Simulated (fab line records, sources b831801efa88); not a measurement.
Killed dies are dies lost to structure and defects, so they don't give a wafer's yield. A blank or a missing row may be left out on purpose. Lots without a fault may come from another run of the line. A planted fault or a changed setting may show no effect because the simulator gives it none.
fab line records | flow gf180mcu
record lots=5 wafers=15 last_day=33
route steps=602 shown HV_LDD@181
lots that met no fault: from a run of the same line without faults
start_h: hours from the record's first day to the start of the lot's first wafer shown | wait_h: hours since the lot's step before | " the same as in the row above | L1.1+2: a row that stands for several wafers | - no value, or no start given | * or withheld: withheld | < > ~ a bound
route shown NAME@n: a module of which the file shows steps, and the number in the route of the first | usual: mean/standard deviation of fault-free wafers | same: alike in all rows | chamber/n: place in a boat | sites: the reading at each site | _std_site: their standard deviation | _edge_site: outer sites' mean less inner sites' | radius_mm: how far each site lies from the wafer's centre | mask NAME#n: copy n | behind: the tool/chamber that last shaped the wafer | hold: why the lot was held/for how many hours/how that ended | device: the transistor (n, p or np) that didn't switch | end of line: the same wafers' tests at the end of the route | a step without rows: its recipe alone | killed: dies lost to structure and defects at the first sort, not the wafer's yield | map: a wafer's dies, x killed, . not, _ none there
set.NAME: the setting as run; set.NAME@STEP: as run at that earlier step | model.NAME: the simulator's own value behind a step, which no gauge read
lots at some steps of the route; a table a step, a row a wafer
services: from which hour (start_h, from the record's first day; less than 0 if before it) a tool's chamber was out of use, for how many hours, and why
## steps
# step GF_HV_LDD_PEB_05
# recipe temp_c=withheld time_s=* resist=NOVOLAK
# columns lot.wafer tool chamber start_h wait_h
L080.1+4+6 litho_track-04 0 - -
L081.1+2+5 litho_track-04 0 - -
L084.1+2+4 litho_track-04 0 - -
L086.3+5+6 litho_track-02 0 - -
L092.2+3+5 litho_track-01 0 - -
# step GF_HV_LDD_DEVELOP_06
# recipe develop_time_s=60 dev_temp_c=23
# columns lot.wafer tool chamber start_h wait_h
L080.1+4+6 litho_track-04 0 262.09 0.1
L081.1+2+5 litho_track-04 0 270.29 0.1
L084.1+2+4 litho_track-04 0 290.74 0.1
L086.3+5+6 litho_track-02 0 304.24 0.1
L092.2+3+5 litho_track-01 0 349.77 0.1
# step GF_HV_LDD_CD_MEAS_07
# recipe target_cd_nm=400
# usual cd_nm=400.2/1.9
# columns lot.wafer tool chamber start_h wait_h cd_nm
L080.1 cd_sem-02 - 262.24 0.1 401.2
L080.4 " - " " 400.1
L080.6 " - " " 400.4
L081.1 cd_sem-02 - 270.44 0.1 400.1
L081.2 " - " " 401.2
L081.5 " - " " 400.6
L084.1 cd_sem-02 - 290.89 0.1 400.9
L084.2 " - " " 398.2
L084.4 " - " " 400.8
L086.3 cd_sem-01 - 304.38 0.1 404.2
L086.5 " - " " 401.6
L086.6 " - " " 400.4
L092.2 cd_sem-01 - 349.91 0.1 400.9
L092.3 " - " " 400.8
L092.5 " - " " 400.9
# step GF_HV_LDD_OVL_MEAS_08
# usual HV_LDD_OVL=1.3/1.5
# columns lot.wafer tool chamber start_h wait_h HV_LDD_OVL[nm]
L080.1 overlay-01 - 262.36 0.1 -0.5
L080.4 " - " " 1.5
L080.6 " - " " 1.4
L081.1 overlay-02 - 270.56 0.1 1.1
L081.2 " - " " 1.3
L081.5 " - " " 0.5
L084.1 overlay-02 - 291.01 0.1 1.0
L084.2 " - " " 1.2
L084.4 " - " " -0.2
L086.3 overlay-02 - 304.47 0.1 2.9
L086.5 " - " " 1.8
L086.6 " - " " 0.7
L092.2 overlay-01 - 350.02 0.1 -0.1
L092.3 " - " " 1.4
L092.5 " - " " 0.9
# step GF_HV_LDD_IMPLANT_09
# recipe species=As energy_kev=40 dose_cm2=1e+14 tilt_deg=7
# columns lot.wafer tool chamber start_h wait_h
L080.1+4+6 implanter-02 0 262.39 0.0
L081.1+2+5 implanter-04 0 270.59 0.0
L084.1+2+4 implanter-04 0 291.04 0.0
L086.3+5+6 implanter-03 0 304.54 0.1
L092.2+3+5 implanter-02 0 350.07 0.0
# step GF_HV_LDD_STRIP_10
# recipe chemistry=O2/N2 power_w=1400 pressure_mtorr=1500 platen_temp_c=250 o2_flow_sccm=3000 n2_flow_sccm=300 overash_fraction=0.5
# usual drypump_motor_current_A=5.7/0.46 heater_power_w=319/12 oes_product_au=0.716/0.0047 platen_temp_c=249.99/0.18 strip_time_to_endpoint_s=12.65/0.04
# columns lot.wafer tool chamber start_h wait_h drypump_motor_current_A heater_power_w oes_product_au platen_temp_c rf_hours_counter_h strip_time_to_endpoint_s
L080.1 plasma_asher-04 0 262.54 0.1 5.8 335 0.717 249.73 62 12.67
L080.4 " 0 " " 5.8 347 0.719 249.81 - 12.67
L080.6 " 1 " " 5.9 314 0.712 249.61 - 12.65
L081.1 plasma_asher-04 1 270.74 0.1 5.9 319 0.727 249.81 62 12.67
L081.2 " 0 " " 5.8 339 0.717 249.71 62 12.65
L081.5 " 1 " " 5.9 319 0.709 250.09 - 12.66
L084.1 plasma_asher-04 0 291.19 0.1 5.8 342 0.709 249.98 64 12.64
L084.2 " 1 " " 5.9 321 0.722 250.30 64 12.62
L084.4 " 0 " " 5.8 339 0.716 249.61 - 12.64
L086.3 plasma_asher-03 1 304.68 0.1 5.0 303 0.718 249.98 - 12.69
L086.5 " 1 " " 5.0 312 0.708 249.91 - 12.63
L086.6 " 0 " " 5.5 330 0.712 249.93 - 12.70
L092.2 plasma_asher-03 1 350.20 0.1 5.0 300 0.718 250.06 74 12.70
L092.3 " 1 " " 5.0 300 0.713 249.81 - 12.67
L092.5 " 1 " " 5.0 310 0.722 249.84 - 12.71
# step GF_HV_LDD_TW_MEAS_11
# usual HV_LDD_TW=2405/13
# columns lot.wafer tool chamber start_h wait_h HV_LDD_TW
L080.1 film_metro-01 - 262.64 0.1 2381
L080.4 " - " " 2389
L080.6 " - " " 2391
L081.1 film_metro-03 - 270.84 0.1 2386
L081.2 " - " " 2389
L081.5 " - " " 2393
L084.1 film_metro-03 - 291.29 0.1 2396
L084.2 " - " " 2395
L084.4 " - " " 2406
L086.3 film_metro-01 - 304.76 0.1 2424
L086.5 " - " " 2426
L086.6 " - " " 2418
L092.2 film_metro-04 - 350.31 0.1 2402
L092.3 " - " " 2401
L092.5 " - " " 2414
# step GF_HV_LDD_DEHYDRATE_12
# recipe temp_c=200 time_s=60
# columns lot.wafer tool chamber start_h wait_h
L080.1+4+6 litho_track-02 0 271.74 9.1
L081.1+2+5 litho_track-02 0 279.84 9.0
L084.1+2+4 litho_track-01 0 300.49 9.2
L086.3+5+6 litho_track-01 0 314.39 9.6
L092.2+3+5 litho_track-01 0 360.67 10.3
# step GF_HV_LDD_HMDS_13
# recipe prime_time_s=60 prime_temp_c=120
# columns lot.wafer tool chamber start_h wait_h
L080.1+4+6 litho_track-02 0 271.89 0.1
L081.1+2+5 litho_track-02 0 279.99 0.1
L084.1+2+4 litho_track-01 0 300.64 0.1
L086.3+5+6 litho_track-01 0 314.54 0.1
L092.2+3+5 litho_track-01 0 360.82 0.1
# step GF_HV_LDD_COAT_14
# recipe resist=NOVOLAK spin_rpm=3000 resist_thk_nm=1000
# usual spin_speed_rpm=2999.8/2.2
# columns lot.wafer tool chamber start_h wait_h spin_speed_rpm
L080.1 litho_track-02 0 272.04 0.1 2999.5
L080.4 " 0 " " 3002.8
L080.6 " 0 " " 2997.3
L081.1 litho_track-02 0 280.14 0.1 3000.4
L081.2 " 0 " " 2998.6
L081.5 " 0 " " 2997.1
L084.1 litho_track-01 0 300.79 0.1 3002.4
L084.2 " 0 " " 3001.6
L084.4 " 0 " " 3004.4
L086.3 litho_track-01 0 314.69 0.1 2998.9
L086.5 " 0 " " 2999.5
L086.6 " 0 " " 3001.2
L092.2 litho_track-01 0 360.97 0.1 2995.5
L092.3 " 0 " " 2998.9
L092.5 " 0 " " 2998.5
# step GF_HV_LDD_SOFTBAKE_15
# recipe temp_c=90 time_s=60 resist=NOVOLAK
# columns lot.wafer tool chamber start_h wait_h
L080.1+4+6 litho_track-02 0 272.19 0.1
L081.1+2+5 litho_track-02 0 280.29 0.1
L084.1+2+4 litho_track-01 0 300.94 0.1
L086.3+5+6 litho_track-01 0 314.84 0.1
L092.2+3+5 litho_track-01 0 361.12 0.1
# step GF_HV_LDD_EXPOSE_16
# recipe mask_id=Pplus_LV_AREA target_cd_nm=400 na=0.6 source_shape=conventional sigma_outer=0.6 dose_mj=140
# usual reticle_temp_C=23.00/0.12
# columns lot.wafer tool chamber start_h wait_h mask reticle_temp_C
L080.1 iline_stepper-01 0 - - Pplus_LV_AREA#0 22.92
L080.4 " 0 " " Pplus_LV_AREA#0 22.98
L080.6 " 0 " " Pplus_LV_AREA#0 22.98
L081.1 iline_stepper-01 0 - - Pplus_LV_AREA#0 23.07
L081.2 " 0 " " Pplus_LV_AREA#0 22.93
L081.5 " 0 " " Pplus_LV_AREA#0 22.92
L084.1 iline_stepper-02 0 - - Pplus_LV_AREA#0 23.06
L084.2 " 0 " " Pplus_LV_AREA#0 23.04
L084.4 " 0 " " Pplus_LV_AREA#0 22.98
L086.3 iline_stepper-01 0 - - Pplus_LV_AREA#0 23.02
L086.5 " 0 " " Pplus_LV_AREA#0 23.16
L086.6 " 0 " " Pplus_LV_AREA#0 22.99
L092.2 iline_stepper-01 0 - - Pplus_LV_AREA#0 23.11
L092.3 " 0 " " Pplus_LV_AREA#0 22.89
L092.5 " 0 " " Pplus_LV_AREA#0 23.06
# step GF_HV_LDD_PEB_17
# recipe temp_c=withheld time_s=* resist=NOVOLAK
# columns lot.wafer tool chamber start_h wait_h
L080.1+4+6 litho_track-02 0 - -
L081.1+2+5 litho_track-02 0 - -
L084.1+2+4 litho_track-02 0 - -
L086.3+5+6 litho_track-01 0 - -
L092.2+3+5 litho_track-04 0 - -
# step GF_HV_LDD_DEVELOP_18
# recipe develop_time_s=60 dev_temp_c=23
# columns lot.wafer tool chamber start_h wait_h
L080.1+4+6 litho_track-02 0 281.94 0.1
L081.1+2+5 litho_track-02 0 289.94 0.1
L084.1+2+4 litho_track-02 0 310.64 0.1
L086.3+5+6 litho_track-01 0 325.74 0.1
L092.2+3+5 litho_track-04 0 372.21 0.1
# step GF_HV_LDD_CD_MEAS_19
# recipe target_cd_nm=400
# usual cd_nm=400.0/2.3
# columns lot.wafer tool chamber start_h wait_h cd_nm
L080.1 cd_sem-01 - 282.09 0.1 402.3
L080.4 " - " " 399.7
L080.6 " - " " 399.9
L081.1 cd_sem-01 - 290.09 0.1 402.5
L081.2 " - " " 402.3
L081.5 " - " " 404.8
L084.1 cd_sem-01 - 310.79 0.1 398.4
L084.2 " - " " 400.3
L084.4 " - " " 398.8
L086.3 cd_sem-02 - 325.88 0.1 398.6
L086.5 " - " " 398.3
L086.6 " - " " 397.6
L092.2 cd_sem-02 - 372.35 0.1 400.8
L092.3 " - " " 402.5
L092.5 " - " " 401.6
# step GF_HV_LDD_OVL_MEAS_20
# usual HV_LDD_01_OVL=-0.8/1.4
# columns lot.wafer tool chamber start_h wait_h HV_LDD_01_OVL[nm]
L080.1 overlay-01 - 282.21 0.1 -0.5
L080.4 " - " " -4.0
L080.6 " - " " -2.4
L081.1 overlay-01 - 290.21 0.1 -1.3
L081.2 " - " " -2.1
L081.5 " - " " -1.2
L084.1 overlay-02 - 310.91 0.1 -1.2
L084.2 " - " " -2.2
L084.4 " - " " 0.9
L086.3 overlay-02 - 325.98 0.1 0.5
L086.5 " - " " 0.4
L086.6 " - " " -0.9
L092.2 overlay-01 - 372.46 0.1 -0.5
L092.3 " - " " -1.0
L092.5 " - " " 1.2
# step GF_HV_LDD_IMPLANT_21
# recipe species=BF2 energy_kev=25 dose_cm2=5e+13 tilt_deg=7
# columns lot.wafer tool chamber start_h wait_h
L080.1+4+6 implanter-04 0 282.24 0.0
L081.1+2+5 implanter-04 0 290.24 0.0
L084.1+2+4 implanter-03 0 310.94 0.0
L086.3+5+6 implanter-04 0 326.05 0.1
L092.2+3+5 implanter-02 0 372.51 0.0
# step GF_HV_LDD_STRIP_22
# recipe chemistry=O2/N2 power_w=1400 pressure_mtorr=1500 platen_temp_c=250 o2_flow_sccm=3000 n2_flow_sccm=300 overash_fraction=0.5
# usual drypump_motor_current_A=5.8/0.4 heater_power_w=321/12 oes_product_au=0.717/0.0045 platen_temp_c=249.98/0.14 strip_time_to_endpoint_s=12.65/0.039
# columns lot.wafer tool chamber start_h wait_h drypump_motor_current_A heater_power_w oes_product_au platen_temp_c rf_hours_counter_h strip_time_to_endpoint_s
L080.1 plasma_asher-04 0 282.39 0.1 5.8 348 0.714 250.03 64 12.64
L080.4 " 0 " " 5.8 340 0.717 250.10 - 12.64
L080.6 " 0 " " 5.8 348 0.721 249.87 - 12.64
L081.1 plasma_asher-04 1 290.39 0.1 5.9 316 0.716 250.09 64 12.71
L081.2 " 0 " " 5.8 340 0.709 249.72 64 12.69
L081.5 " 0 " " 5.8 347 0.715 250.17 - 12.65
L084.1 plasma_asher-04 1 311.09 0.1 5.9 318 0.715 250.07 66 12.67
L084.2 " 0 " " 5.8 342 0.711 249.98 66 12.69
L084.4 " 0 " " 5.8 337 0.715 249.84 - 12.63
L086.3 plasma_asher-03 0 326.18 0.1 5.5 332 0.717 249.72 - 12.65
L086.5 " 1 " " 5.0 298 0.722 250.04 - 12.68
L086.6 " 0 " " 5.5 332 0.719 249.75 - 12.61
L092.2 plasma_asher-04 0 372.64 0.1 5.8 335 0.717 249.95 71 12.71
L092.3 " 1 " " 5.9 315 0.717 250.13 - 12.67
L092.5 " 0 " " 5.8 335 0.714 249.93 - 12.68
# step GF_HV_LDD_TW_MEAS_23
# usual HV_LDD_2_TW=1053/6.3
# columns lot.wafer tool chamber start_h wait_h HV_LDD_2_TW
L080.1 film_metro-04 - 282.49 0.1 1050
L080.4 " - " " 1046
L080.6 " - " " 1047
L081.1 film_metro-01 - 290.49 0.1 1060
L081.2 " - " " 1065
L081.5 " - " " 1062
L084.1 film_metro-03 - 311.19 0.1 1052
L084.2 " - " " 1053
L084.4 " - " " 1056
L086.3 film_metro-01 - 326.27 0.1 1057
L086.5 " - " " 1060
L086.6 " - " " 1058
L092.2 film_metro-04 - 372.75 0.1 1057
L092.3 " - " " 1055
L092.5 " - " " 1050
# step GF_HV_LDD_DEHYDRATE_24
# recipe temp_c=200 time_s=60
# columns lot.wafer tool chamber start_h wait_h
L080.1+4+6 litho_track-02 0 291.59 9.1
L081.1+2+5 litho_track-01 0 299.89 9.4
L084.1+2+4 litho_track-01 0 321.09 9.9
L086.3+5+6 litho_track-01 0 335.84 9.6
L092.2+3+5 litho_track-01 0 382.97 10.2
# step GF_HV_LDD_HMDS_25
# recipe prime_time_s=60 prime_temp_c=120
# columns lot.wafer tool chamber start_h wait_h
L080.1+4+6 litho_track-02 0 291.74 0.1
L081.1+2+5 litho_track-01 0 300.04 0.1
L084.1+2+4 litho_track-01 0 321.24 0.1
L086.3+5+6 litho_track-01 0 335.99 0.1
L092.2+3+5 litho_track-01 0 383.12 0.1
# step GF_HV_LDD_COAT_26
# recipe resist=NOVOLAK spin_rpm=3000 resist_thk_nm=1000
# usual spin_speed_rpm=3000.1/2.3
# columns lot.wafer tool chamber start_h wait_h spin_speed_rpm
L080.1 litho_track-02 0 291.89 0.1 3001.8
L080.4 " 0 " " 3003.5
L080.6 " 0 " " 3002.1
L081.1 litho_track-01 0 300.19 0.1 3001.2
L081.2 " 0 " " 2997.9
L081.5 " 0 " " 2999.2
L084.1 litho_track-01 0 321.39 0.1 3000.5
L084.2 " 0 " " 3003.5
L084.4 " 0 " " 3001.5
L086.3 litho_track-01 0 336.14 0.1 2997.7
L086.5 " 0 " " 2997.4
L086.6 " 0 " " 3001.0
L092.2 litho_track-01 0 383.27 0.1 3000.0
L092.3 " 0 " " 3002.5
L092.5 " 0 " " 2995.8
# step GF_HV_LDD_SOFTBAKE_27
# recipe temp_c=90 time_s=60 resist=NOVOLAK
# columns lot.wafer tool chamber start_h wait_h
L080.1+4+6 litho_track-02 0 292.04 0.1
L081.1+2+5 litho_track-01 0 300.34 0.1
L084.1+2+4 litho_track-01 0 321.54 0.1
L086.3+5+6 litho_track-01 0 336.29 0.1
L092.2+3+5 litho_track-01 0 383.42 0.1
# step GF_HV_LDD_EXPOSE_28
# recipe mask_id=Nplus_HV_AREA target_cd_nm=400 na=0.6 source_shape=conventional sigma_outer=0.6 dose_mj=140
# usual reticle_temp_C=23.00/0.11
# columns lot.wafer tool chamber start_h wait_h mask reticle_temp_C
L080.1 iline_stepper-01 0 - - Nplus_HV_AREA#0 23.05
L080.4 " 0 " " Nplus_HV_AREA#0 22.85
L080.6 " 0 " " Nplus_HV_AREA#0 22.93
L081.1 iline_stepper-02 0 - - Nplus_HV_AREA#0 23.00
L081.2 " 0 " " Nplus_HV_AREA#0 22.92
L081.5 " 0 " " Nplus_HV_AREA#0 23.18
L084.1 iline_stepper-02 0 - - Nplus_HV_AREA#0 22.87
L084.2 " 0 " " Nplus_HV_AREA#0 22.84
L084.4 " 0 " " Nplus_HV_AREA#0 22.91
L086.3 iline_stepper-01 0 - - Nplus_HV_AREA#0 22.83
L086.5 " 0 " " Nplus_HV_AREA#0 22.78
L086.6 " 0 " " Nplus_HV_AREA#0 22.83
L092.2 iline_stepper-01 0 - - Nplus_HV_AREA#0 23.07
L092.3 " 0 " " Nplus_HV_AREA#0 23.01
L092.5 " 0 " " Nplus_HV_AREA#0 23.07
# step GF_HV_LDD_PEB_29
# recipe temp_c=withheld time_s=* resist=NOVOLAK
# columns lot.wafer tool chamber start_h wait_h
L080.1+4+6 litho_track-04 0 - -
L081.1+2+5 litho_track-01 0 - -
L084.1+2+4 litho_track-04 0 - -
L086.3+5+6 litho_track-02 0 - -
L092.2+3+5 litho_track-04 0 - -
# step GF_HV_LDD_DEVELOP_30
# recipe develop_time_s=60 dev_temp_c=23
# columns lot.wafer tool chamber start_h wait_h
L080.1+4+6 litho_track-04 0 301.89 0.1
L081.1+2+5 litho_track-01 0 310.54 0.1
L084.1+2+4 litho_track-04 0 331.78 0.1
L086.3+5+6 litho_track-02 0 346.84 0.1
L092.2+3+5 litho_track-04 0 394.56 0.1
## services
# columns tool chamber start_h hours kind
plasma_asher-03 - 238.98 4.9 repair
implanter-04 - 247.54 5.3 pm
implanter-02 - 270.82 16.8 repair
plasma_asher-03 - 271.79 0.5 repair
iline_stepper-01 0 272.19 - calibration
litho_track-01 - 281.90 - consumable_replace:filter
implanter-02 - 290.25 4.1 repair
implanter-02 - 294.93 7.6 repair
implanter-04 - 296.76 19.1 pm
iline_stepper-01 - 298.03 7.5 repair
plasma_asher-04 - 314.75 27.0 pm
implanter-04 - 326.38 4.4 repair
implanter-02 - 337.00 2.7 pm
plasma_asher-03 - 363.07 14.6 pm
implanter-03 - 363.59 1.6 repair
implanter-03 - 376.63 4.1 pm
implanter-03 - 382.96 1.6 repair
## key
fault none
